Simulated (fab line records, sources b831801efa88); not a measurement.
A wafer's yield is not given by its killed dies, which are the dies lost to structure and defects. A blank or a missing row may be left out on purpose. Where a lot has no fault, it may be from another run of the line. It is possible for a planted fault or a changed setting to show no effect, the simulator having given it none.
Comparing a struck lot with a sound one	flow sfqLine	42 out of 325 route steps
Sound: wafers L950.4, L950.5, L950.6. Struck: wafer L961.6; the same lot's L961.5 was not struck, so it is left out; see the end for the cause.
Order at every step that has rows: each side's tool, ch and its chambers, its first start. Under that, the readings that differ: sound wafers	struck wafers	difference of the means	sigmas: that difference in standard deviations of wafers without a fault.
alike: same words and numbers on both sides, and readings whose means sit less than 2 such deviations apart. not compared: any withheld reading, any reading some wafer has no value for, any bound like >300 that may hide the same value, and any number with overlapping values for which the record gives no deviation.
A row with sigmas, a row that says differs or no value, or rows on one side alone: a step with any of these is where the two part. Numbers that don't overlap but have no deviation are shown without sigmas and don't part them. A reading that every wafer of one side lacks parts them only if that side has two wafers or more.

first, 6 steps without rows for these wafers: SFQ_TRILAYER_M1_LITHO_COAT_044 (resist thk 62 nm); SFQ_TRILAYER_M1_LITHO_COAT_039 (resist thk 600 nm); SFQ_TRILAYER_M1_LITHO_SOFTBAKE_043; SFQ_TRILAYER_M1_LITHO_EXPOSE_040 (exposes mask M1, target cd 500 nm); SFQ_TRILAYER_M1_LITHO_PEB_042 (peb time 60 s); SFQ_TRILAYER_M1_LITHO_DEVELOP_041 (time 60 s).
SFQ_M1_OVL_MEAS_911:
  sound on overlay-02 at day 21 18:19; struck on overlay-01 at day 27 18:32
  alike: M1_OVL
SFQ_TRILAYER_M1_BARC_OPEN_METAL_ETCH_054: etches BARC in O2, target depth 125 nm, time 41.7 s.
  sound on rieMetal-02 ch 0,1, day 21 18:21; struck on rieMetal-03 ch 1, day 27 18:35
  alike: drypumpMotorCurrentA, oesProductAu, rfFwdPowerW
  not compared: rfHoursCounterH
then, 1 step without rows for these wafers: SFQ_TRILAYER_M1_ETCH_METAL_ETCH_042 (etches Nb in Cl2/Ar, stops on SiO2, target depth 240 nm, time 120 s).
SFQ_TRILAYER_M1_STRIP_STRIP_043: strips in O2.
  sound on rieMetal-02 ch 0,1, day 21 18:43; struck on rieMetal-03 ch 1, day 27 19:08
  alike: drypumpMotorCurrentA, oesProductAu
  not compared: rfHoursCounterH
then, 2 steps without rows for these wafers: SFQ_TRILAYER_M1_STRIP_SOLV_CLEAN_044 (cleans in NMP, time 600 s); SFQ_TRILAYER_I1_DEP_PECVD_045 (deposits SiO2 from SiH4/N2O, time 111.11 s, target thk 500 nm).
SFQ_TRILAYER_I1_CMP_CMP_046: polishes SiO2.
  sound on cmp-02 ch 2,3, day 21 19:52; struck on cmp-02 ch 1, day 28 01:45
reading	sound	struck	difference	sigmas
timeToEndpointS (s)	208 225 208	276	+62	+8
model.SiO2_of_TRILAYER_I1_DEP_PECVD_045.thkNm (nm)	200.4 201.8 200.1	301.9	+101.1	
  alike: motorCurrentA
SFQ_I1_BOW_MEAS_912:
  sound on filmMetro-04 at day 21 22:26; struck on filmMetro-04 at day 28 02:50
  alike: I1_BOW
SFQ_TRILAYER_I1_METRO_MEASURE_047:
  sound on filmMetro-04 at day 21 23:05; struck on filmMetro-04 at day 28 03:40
reading	sound	struck	difference	sigmas
thkNm (nm)	200.4 201.8 200.1	301.9	+101.1	+84
then, 6 steps without rows for these wafers: SFQ_TRILAYER_I1_VIA_LITHO_COAT_054 (resist thk 62 nm); SFQ_TRILAYER_I1_VIA_LITHO_COAT_049 (resist thk 650 nm); SFQ_TRILAYER_I1_VIA_LITHO_SOFTBAKE_053; SFQ_TRILAYER_I1_VIA_LITHO_EXPOSE_050 (exposes mask I1, target cd 500 nm); SFQ_TRILAYER_I1_VIA_LITHO_PEB_052 (peb time 60 s); SFQ_TRILAYER_I1_VIA_LITHO_DEVELOP_051 (time 60 s).
-- the record jumps here: 6 days lie between the struck wafers' starts before and after --
SFQ_I1_OVL_MEAS_913:
  sound on overlay-01 at day 27 20:02; struck on overlay-01 at day 34 08:03
  alike: I1_OVL
then, 1 step without rows for these wafers: SFQ_TRILAYER_I1_VIA_BARC_OPEN_VIA_ETCH_071 (etches BARC in O2, target depth 125 nm, time 41.7 s).
SFQ_TRILAYER_I1_VIA_ETCH_VIA_ETCH_052: etches SiO2 in CHF3, stops on Nb, target depth 260 nm.
  sound on rieDiel-02 ch 0,2,3, day 27 20:06; struck on rieDiel-02 ch 1, day 34 08:10
reading	sound	struck	difference	sigmas
oesProductAu (a.u.)	0.855 0.868 0.858	0.997	+0.137	+26
model.I1.featureDepthNm (nm)	200.4 201.8 200.1	260.8	+60.0	
model.etch.depthNm (nm)	200.4 201.8 200.1	260.8	+60.0	
  alike: drypumpMotorCurrentA, rfFwdPowerW
SFQ_TRILAYER_I1_VIA_STRIP_STRIP_053: strips in O2.
  sound on rieMetal-03 ch 0,1, day 27 20:25; struck on rieMetal-04 ch 1, day 34 08:37
reading	sound	struck	difference	sigmas
drypumpMotorCurrentA (A)	6.2 6.2 6.6	5.5	-0.8	-2
  alike: oesProductAu
  not compared: rfHoursCounterH
then, 1 step without rows for these wafers: SFQ_TRILAYER_I1_VIA_STRIP_SOLV_CLEAN_054 (cleans in NMP, time 600 s).
SFQ_TRILAYER_M2_DEP_PRE_CLEAN_056: time 22.5 s.
  sound on pvdSputter-03 at day 27 20:59; struck on pvdSputter-03 at day 34 09:01
reading	sound	struck	difference	sigmas
model.SiO2_of_TRILAYER_I1_DEP_PECVD_045.thkNm (nm)	192.9 194.3 192.6	294.4	+101.1	
  alike: biasV
SFQ_TRILAYER_M2_DEP_SPUTTER_055: material Nb, target thk 200 nm, time 133.3 s.
  sound on pvdSputter-03 at day 27 21:01; struck on pvdSputter-03 at day 34 09:04
  alike: throttleValvePct
SFQ_M2_RS_MEAS_914: uses a four-point probe to measure.
  sound on filmMetro-03 at day 27 21:10; struck on filmMetro-03 at day 34 09:11
  alike: M2_NB_RS
then, 6 steps without rows for these wafers: SFQ_TRILAYER_M2_LITHO_COAT_062 (resist thk 62 nm); SFQ_TRILAYER_M2_LITHO_COAT_057 (resist thk 600 nm); SFQ_TRILAYER_M2_LITHO_SOFTBAKE_061; SFQ_TRILAYER_M2_LITHO_EXPOSE_058 (exposes mask M2, target cd 500 nm); SFQ_TRILAYER_M2_LITHO_PEB_060 (peb time 60 s); SFQ_TRILAYER_M2_LITHO_DEVELOP_059 (time 60 s).
-- the record jumps here: 6 days lie between the struck wafers' starts before and after --
SFQ_M2_OVL_MEAS_916:
  sound on overlay-02 at day 33 18:43; struck on overlay-02 at day 40 00:23
  alike: M2_OVL
then, 2 steps without rows for these wafers: SFQ_TRILAYER_M2_BARC_OPEN_METAL_ETCH_077 (etches BARC in O2, target depth 125 nm, time 41.7 s); SFQ_TRILAYER_M2_ETCH_METAL_ETCH_060 (etches Nb in Cl2/Ar, stops on SiO2, target depth 240 nm, time 120 s).
SFQ_TRILAYER_M2_STRIP_STRIP_061: strips in O2.
  sound on rieMetal-02 ch 0,1, day 33 19:08; struck on rieMetal-02 ch 0, day 40 00:59
  alike: drypumpMotorCurrentA, oesProductAu
  not compared: rfHoursCounterH
then, 2 steps without rows for these wafers: SFQ_TRILAYER_M2_STRIP_SOLV_CLEAN_062 (cleans in NMP, time 600 s); SFQ_TRILAYER_I2_DEP_PECVD_063 (deposits SiO2 from SiH4/N2O, time 111.11 s, target thk 500 nm).
-- the record jumps here: 44 days lie between the struck wafers' starts before and after --
SFQ_M8_BOW_MEAS_951:
  sound on filmMetro-04 at day 77 02:29; struck on filmMetro-02 at day 84 11:31
reading	sound	struck	difference	sigmas
model.etest.i1.linkOhm	1.97 1.942 1.969	1e+06	+1e+06	
  alike: M8_BOW

WHERE THEY PART
Last at SFQ_TRILAYER_I1_VIA_STRIP_STRIP_053 as far as this record goes, first at SFQ_TRILAYER_I1_CMP_CMP_046. Later steps at which nothing parts them and some readings are alike: SFQ_TRILAYER_M2_DEP_PRE_CLEAN_056, SFQ_TRILAYER_M2_DEP_SPUTTER_055, SFQ_M2_RS_MEAS_914, SFQ_M2_OVL_MEAS_916, SFQ_TRILAYER_M2_STRIP_STRIP_061, SFQ_M8_BOW_MEAS_951.

WHY: what had been put in by the simulator
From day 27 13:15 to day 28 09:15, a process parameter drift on cmp-02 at SFQ_TRILAYER_I1_CMP_CMP_046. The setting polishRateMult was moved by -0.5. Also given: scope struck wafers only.
